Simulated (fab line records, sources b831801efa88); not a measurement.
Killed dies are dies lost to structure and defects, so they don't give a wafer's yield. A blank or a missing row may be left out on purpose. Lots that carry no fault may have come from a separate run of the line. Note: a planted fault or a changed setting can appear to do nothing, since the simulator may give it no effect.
A lot that was struck, set against a sound lot / flow sky130 / 18 out of 708 route steps
Sound: these wafers, L926.1, L926.4, L926.6. Struck: wafer L916.6 (left out: L916.2, L916.4 of the same lot, which were not struck); the cause appears at the end.
Each step with rows lists, per side, the tool, then ch with its chambers, then its first start. Under that, the readings that differ: sound wafers / struck wafers / difference of the means / sigmas: that difference in standard deviations of wafers without a fault.
alike: readings whose means differ by less than 2 such deviations, and words and numbers that are the same on both sides. not compared: withheld readings, readings that some wafer has no value for, bounds like >300 that may hide the same value, and numbers for which the record gives no deviation and whose values overlap.
The two part at a step that has a row with sigmas, a row that says differs or no value, or rows on one side only. Non-overlapping numbers with no deviation appear without sigmas and do not part them. Lack of a reading on every wafer of one side parts them only where that side has two or more wafers.

first, 2 steps without rows for these wafers: SKY_CONTACT_PEB_12; SKY_CONTACT_DEVELOP_13 (develop time 60 s).
SKY_CONTACT_CD_MEAS_14: the cd target is 170 nm.
  sound on cd sem-01 at day 37 18:47; struck on cd sem-01 at day 34 19:10
  alike: cd nm
SKY_CONTACT_OVL_MEAS_15:
  sound on overlay-02 at day 37 18:55; struck on overlay-01 at day 34 19:16
  alike: CONTACT_OVL
SKY_CONTACT_ETCH_16: etches BARC in N2/H2, stops on SiO2, time 45.9 s, target depth 60 nm.
  sound on rie diel-03 ch 1,2,3, day 37 18:56; struck on rie diel-04 ch 0, day 34 19:17
  alike: drypump motor current A, n2 flow sccm, oes product au, throttle valve pct
  not compared: rf hours counter h
then, 1 step without rows for these wafers: SKY_CONTACT_ETCH_17 (etches SiO2 in C4F8/O2/Ar, stops on Si3N4, target depth 340 nm).
SKY_CONTACT_ETCH_18: etches Si3N4 in CHF3/O2, stops on TiN, time 39 s, target depth 75 nm.
  sound: rie diel-03 ch 1,2,3; struck: rie diel-04 ch 0
  alike: drypump motor current A, oes product au, throttle valve pct
  not compared: rf hours counter h
SKY_CONTACT_STRIP_19: strips in O2/N2.
  sound on plasma asher-04 ch 0,1, day 37 19:05; struck on plasma asher-02 ch 1, day 34 19:26
  alike: drypump motor current A, n2 flow sccm, oes product au, strip time to endpoint s
  not compared: rf hours counter h
then, 3 steps without rows for these wafers: SKY_CONTACT_STRIP_20 (strips in post etch residue remover, time 1200 s); SKY_CONTACT_CLEAN_21 (cleans in IPA, time 180 s); SKY_CONTACT_CLEAN_22 (cleans in O3/DIW).
SKY_CONTACT_SPUTTER_23: material TiN, target thk 20 nm, time 80 s.
  sound on pvd sputter-04 at day 37 19:40; struck on pvd sputter-01 at day 34 20:01
  alike: throttle valve pct
SKY_CONTACT_CVD_24: deposits W, target thk 340 nm, time 102.12 s.
  sound on cvd w-02 ch 0,1, day 37 19:44; struck on cvd w-02 ch 0, day 34 20:05
reading=model.W_of_CONTACT_CVD_24.thk nm (nm); sound=340.9 344 341.2; struck=484.2; difference=+142.2; sigmas=
  alike: heater power w
SKY_CONTACT_RS_MEAS_25: the measuring method here is four-point-probe.
  sound on film metro-02 at day 37 19:50; struck on film metro-04 at day 34 20:29
reading=CONTACT_W_RS (ohm/sq); sound=0.336 0.333 0.336; struck=0.236; difference=-0.099; sigmas=-30
  not compared: hold
SKY_CONTACT_THK_MEAS_26: measures by xrf.
  sound on film metro-02 at day 37 19:58; struck on film metro-04 at day 35 01:50
reading=CONTACT_W_THK (nm); sound=345 347 345; struck=504; difference=+158; sigmas=+42
  not compared: hold
SKY_CONTACT_CMP_27: polishes, stops on SiO2, t overpolish 15 s, target thk 0 nm.
  sound on cmp-02 ch 0,3, day 37 20:01; struck on cmp-02 ch 0, day 35 06:01
reading=hold; sound=- - -; struck=await dispo/3.5h/release; difference=no value on the sound wafers; sigmas=
reading=time to endpoint s (s); sound=81.7 83.9 83.1; struck=114.0; difference=+31.1; sigmas=+11
  alike: motor current A, slurry flow ml min
SKY_METAL1_SPUTTER_00: material Ti, target thk 15 nm, time 10 s.
  sound on pvd sputter-04 at day 37 20:19; struck on pvd sputter-02 at day 35 06:19
  alike: throttle valve pct
-- the record jumps here: 13 days lie between the struck wafers' starts before and after (it left off in module METAL1 and takes up again in module PAD_OPEN, whose first step shown is number 708 of the route) --
SKY_PAD_OPEN_PROBE_99:
  sound on prober-01 at day 50 07:55; struck on prober-02 at day 48 04:46
reading=killed at contacts; sound=22 33 33; struck=20; difference=-9; sigmas=-2
  alike: killed_at_M0_to_M3, killed_at_M4_up, killed at front end, killed at other, killed dies, killed open, killed short

WHERE THEY PART
Earliest at SKY_CONTACT_RS_MEAS_25; latest, in this record, at SKY_PAD_OPEN_PROBE_99.

WHY: whatever the simulator had introduced
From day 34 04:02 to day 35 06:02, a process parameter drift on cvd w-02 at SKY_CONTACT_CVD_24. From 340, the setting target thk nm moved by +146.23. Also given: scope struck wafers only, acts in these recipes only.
